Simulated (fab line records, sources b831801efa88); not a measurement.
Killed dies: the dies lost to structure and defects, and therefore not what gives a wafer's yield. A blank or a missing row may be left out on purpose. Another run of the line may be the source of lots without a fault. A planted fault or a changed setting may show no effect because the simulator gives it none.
What tool caused it? | flow gf180mcu | 42 wafers from 14 lots sampled at 7 of the route's 602 steps

## WHAT EACH GAUGE READ, for each wafer
GF_LVPWELL_OVL_MEAS_07. Usual: for LVPWELL_OVL the level is -0.4 nm and the standard deviation is 1.3.
lot  | measured    | on         | LVPWELL_OVL (nm) | flag
L131 | day 3 21:44 | overlay-02 | 0.7 1.6 0.1      |
L132 | day 4 03:11 | overlay-01 | -2.0 -1.1 0.2    |
L133 | day 4 07:28 | overlay-01 | 1.4 1.1 2.0      |
L134 | day 4 14:43 | overlay-02 | -1.0 -0.4 -1.1   |
L136 | day 5 01:44 | overlay-02 | -0.7 0.1 -0.8    |
L139 | day 5 18:16 | overlay-02 | -0.9 -2.7 -1.1   |
L140 | day 6 00:53 | overlay-02 | -0.3 -1.6 -0.8   |
L148 | day 7 22:26 | overlay-01 | - - -            | OFF
L149 | day 8 02:23 | overlay-01 | - - -            | OFF
L150 | day 8 06:46 | overlay-01 | 2.9 -0.5 0.1     |
L151 | day 8 11:32 | overlay-01 | -2.6 -2.8 -2.0   |
L152 | day 9 07:19 | overlay-02 | -1.1 0.0 0.8     |
L153 | day 9 07:40 | overlay-02 | -1.6 -1.3 -0.8   |
L154 | day 9 11:49 | overlay-02 | 0.1 0.0 -0.7     |

GF_MVSD_TW_MEAS_11. Usual: for MVSD_TW the level is 1599 and the standard deviation is 7.4.
lot  | measured     | on            | MVSD_TW        | flag
L131 | day 4 12:08  | film_metro-04 | 1610 1604 1608 |
L132 | day 4 17:58  | film_metro-03 | 1590 1597 1592 |
L133 | day 4 21:46  | film_metro-03 | 1586 1588 1591 |
L134 | day 5 05:19  | film_metro-04 | 1595 1597 1604 |
L136 | day 5 16:55  | film_metro-03 | 1592 1588 1591 |
L139 | day 6 09:30  | film_metro-04 | 1608 1603 1609 |
L140 | day 6 16:50  | film_metro-04 | 1602 1605 1605 |
L148 | day 8 15:44  | film_metro-04 | 1624 1616 1625 | OFF
L149 | day 8 19:22  | film_metro-03 | 1614 1618 1612 |
L150 | day 9 01:01  | film_metro-04 | 1607 1611 1603 |
L151 | day 9 05:07  | film_metro-03 | 1600 1592 1602 |
L152 | day 10 02:07 | film_metro-04 | 1601 1604 1600 |
L153 | day 10 02:40 | film_metro-03 | 1596 1596 1601 |
L154 | day 10 06:13 | film_metro-04 | 1605 1616 1603 |

GF_MVPSD_TW_MEAS_11. Usual: for MVPSD_TW the level is 559.5 and the standard deviation is 2.9.
lot  | measured     | on            | MVPSD_TW          | flag
L131 | day 5 02:31  | film_metro-04 | 559.8 560.7 560.5 |
L132 | day 5 08:58  | film_metro-04 | 559.2 558.4 557.9 |
L133 | day 5 12:07  | film_metro-03 | 558.5 556.6 554.8 |
L134 | day 5 19:47  | film_metro-04 | 557.7 561.6 561.2 |
L136 | day 6 07:50  | film_metro-03 | 557.5 559.3 558.8 |
L139 | day 7 00:43  | film_metro-03 | 554.1 559.3 556.6 |
L140 | day 7 08:22  | film_metro-04 | 559.8 560.9 561.4 |
L148 | day 9 09:04  | film_metro-03 | 699.0 697.4 698.2 | OFF
L149 | day 9 12:35  | film_metro-04 | 699.9 700.6 702.5 | OFF
L150 | day 9 18:46  | film_metro-03 | 560.0 560.3 560.8 |
L151 | day 9 23:09  | film_metro-04 | 562.6 559.7 562.7 |
L152 | day 10 20:32 | film_metro-03 | 560.7 559.8 561.7 |
L153 | day 10 20:53 | film_metro-03 | 561.1 561.0 558.4 |
L154 | day 11 00:33 | film_metro-04 | 560.8 561.7 564.2 |

GF_M1_RS_MEAS_05: uses a four-point probe to measure. Usual: for M1_ALCU_RS the level is 0.0702 ohm/sq and the standard deviation is 0.00085.
lot  | measured     | on            | M1_ALCU_RS (ohm/sq)  | flag
L131 | day 16 04:00 | film_metro-02 | 0.0713 0.0709 0.0715 |
L132 | day 16 21:05 | film_metro-02 | 0.0708 0.0708 0.0709 |
L133 | day 17 07:36 | film_metro-02 | 0.0701 0.0712 0.0701 |
L134 | day 17 05:20 | film_metro-01 | 0.0715 0.0702 0.0692 |
L136 | day 18 04:26 | film_metro-01 | 0.0718 0.0708 0.0702 |
L139 | day 19 06:44 | film_metro-01 | 0.0702 0.0698 0.0691 |
L140 | day 19 15:03 | film_metro-01 | 0.0709 0.0699 0.0701 |
L148 | day 22 15:00 | film_metro-02 | 0.0691 0.0698 0.0689 |
L149 | day 22 17:46 | film_metro-02 | 0.0699 0.0711 0.0696 |
L150 | day 22 20:27 | film_metro-02 | 0.0695 0.0694 0.0704 |
L151 | day 23 06:06 | film_metro-01 | 0.0696 0.0713 0.0698 |
L152 | day 24 08:41 | film_metro-02 | 0.0708 0.0696 0.0699 |
L153 | day 24 11:13 | film_metro-02 | 0.0711 0.0692 0.0708 |
L154 | day 24 14:13 | film_metro-02 | 0.0690 0.0686 0.0680 |

GF_V2_THK_MEAS_01. Usual: for V2_CVD_00_THK the level is 600 nm and the standard deviation is 8.
lot  | measured     | on            | V2_CVD_00_THK (nm) | flag
L131 | day 19 06:44 | film_metro-04 | 608 604 606        |
L132 | day 20 00:32 | film_metro-04 | 607 601 599        |
L133 | day 20 12:23 | film_metro-03 | 606 607 609        |
L134 | day 20 10:22 | film_metro-03 | 601 594 594        |
L136 | day 21 08:53 | film_metro-02 | 590 595 588        |
L139 | day 22 10:28 | film_metro-02 | 617 617 611        |
L140 | day 22 19:11 | film_metro-02 | 595 597 607        |
L148 | day 25 15:13 | film_metro-03 | 608 596 588        |
L149 | day 25 17:18 | film_metro-04 | 602 588 601        |
L150 | day 25 20:01 | film_metro-03 | 606 609 596        |
L151 | day 26 02:53 | film_metro-04 | 598 593 596        |
L152 | day 27 06:15 | film_metro-02 | 584 595 584        |
L153 | day 27 07:48 | film_metro-03 | 591 598 593        |
L154 | day 27 10:25 | film_metro-02 | 609 598 601        |

## WHICH TOOL RAN EACH LOT (tool, then ch and the chambers of the sampled wafers, then the start)
lot  | GF_LVPWELL_COAT_02               | GF_V1_ETCH_16
L131 | litho_track-03 ch 0, day 3 14:25 | rie_diel-03 ch 1,3, day 18 03:44
L132 | litho_track-02 ch 0, day 3 20:42 | rie_diel-03 ch 0,2,3, day 18 21:50
L133 | litho_track-02 ch 0, day 4 00:57 | rie_diel-01 ch 1,2, day 19 09:19
L134 | litho_track-03 ch 0, day 4 07:46 | rie_diel-01 ch 1,2, day 19 07:07
L136 | litho_track-03 ch 0, day 4 18:07 | rie_diel-01 ch 0,1,3, day 20 06:50
L139 | litho_track-01 ch 0, day 5 10:44 | rie_diel-03 ch 0,1,2, day 21 08:01
L140 | litho_track-03 ch 0, day 5 17:37 | rie_diel-03 ch 0,1, day 21 16:43
L148 | litho_track-03, day 7 13:47      | rie_diel-02 ch 1,2, day 24 14:59
L149 | litho_track-03, day 7 17:43      | rie_diel-03 ch 0,2,3, day 24 16:59
L150 | litho_track-03 ch 0, day 7 22:44 | rie_diel-03 ch 0,1,3, day 24 18:46
L151 | litho_track-01 ch 0, day 8 03:27 | rie_diel-01 ch 0,2,3, day 25 03:52
L152 | litho_track-01 ch 0, day 8 22:47 | rie_diel-02 ch 0,1,3, day 26 07:31
L153 | litho_track-02 ch 0, day 8 22:55 | rie_diel-03 ch 0,2,3, day 26 07:52
L154 | litho_track-01 ch 0, day 9 02:50 | rie_diel-03 ch 0,1,3, day 26 11:13
- GF_LVPWELL_COAT_02: resist thk 3000 nm.
- GF_V1_ETCH_16: etches BARC in N2/H2.

## WHAT THE TOOLS THEMSELVES READ (means of the sampled wafers that have a number; where no wafer has one, the mark that the record gives instead)
GF_LVPWELL_COAT_02. Usual: chill_plate_temp_C 23.00 C, standard deviation 0.11; dispense_pressure_kPa 50 kPa, standard deviation 5.6.
lot  | tool           | chill_plate_temp_C (C) | dispense_pressure_kPa (kPa) | flag
L131 | litho_track-03 | 23.05                  | 52                          |
L132 | litho_track-02 | 23.00                  | 56                          |
L133 | litho_track-02 | 23.02                  | 56                          |
L134 | litho_track-03 | 23.04                  | 52                          |
L136 | litho_track-03 | 22.98                  | 52                          |
L139 | litho_track-01 | 23.07                  | 43                          |
L140 | litho_track-03 | 23.00                  | 52                          |
L148 | litho_track-03 | -                      | -                           | OFF
L149 | litho_track-03 | -                      | -                           | OFF
L150 | litho_track-03 | 22.95                  | 52                          |
L151 | litho_track-01 | 23.12                  | 43                          |
L152 | litho_track-01 | 22.96                  | 43                          |
L153 | litho_track-02 | 22.99                  | 56                          |
L154 | litho_track-01 | 23.09                  | 43                          |

GF_V1_ETCH_16. Usual: drypump_motor_current_A 5.9 A, standard deviation 0.54; oes_product_au 0.854 a.u., standard deviation 0.005; throttle_valve_pct 13.225 %, standard deviation 0.0089.
lot  | tool        | drypump_motor_current_A (A) | oes_product_au (a.u.) | throttle_valve_pct (%) | flag
L131 | rie_diel-03 | 5.1                         | 0.854                 | 13.222                 |
L132 | rie_diel-03 | 5.7                         | 0.855                 | 13.222                 |
L133 | rie_diel-01 | 6.5                         | 0.858                 | 13.228                 |
L134 | rie_diel-01 | 6.5                         | 0.853                 | 13.222                 |
L136 | rie_diel-01 | 6.2                         | 0.853                 | 13.227                 |
L139 | rie_diel-03 | 5.7                         | 0.856                 | 13.226                 |
L140 | rie_diel-03 | 6.0                         | 0.854                 | 13.238                 |
L148 | rie_diel-02 | 5.8                         | 0.856                 | 13.225                 |
L149 | rie_diel-03 | 5.8                         | 0.854                 | 13.225                 |
L150 | rie_diel-03 | 5.6                         | 0.848                 | 13.222                 |
L151 | rie_diel-01 | 5.9                         | 0.853                 | 13.228                 |
L152 | rie_diel-02 | 5.9                         | 0.853                 | 13.223                 |
L153 | rie_diel-03 | 5.7                         | 0.857                 | 13.225                 |
L154 | rie_diel-03 | 5.6                         | 0.856                 | 13.222                 |

## THE ANSWER, worked out from the rows above alone
Rule: take the mean of a lot's wafers that have a number; if it is more than 3 standard deviations from the usual mean, the lot is off. Also off: a lot with no number at a reading for which 4 or more lots have one. The other lots that the step has rows for count as sound. First the gauges in route order, then the tools' own readings, where a lot's mean is used as printed above. At the first step where some lot is off, the reading lying furthest off is the one used; lots without a number count as furthest.
Off: at GF_LVPWELL_OVL_MEAS_07 (LVPWELL_OVL), L148, L149. Without a number there: L148, L149.
If a tool, at a process step before that reading, ran all the lots that are off and no sound lot after the first of them, it fits. Not tried: the gauges at GF_LVPWELL_OVL_MEAS_07; whatever is off there is also off at GF_MVPSD_TW_MEAS_11, on other tools, and gauge error can't account for it. None of those tried fits.

## WHAT THE SIMULATOR HAD INSERTED
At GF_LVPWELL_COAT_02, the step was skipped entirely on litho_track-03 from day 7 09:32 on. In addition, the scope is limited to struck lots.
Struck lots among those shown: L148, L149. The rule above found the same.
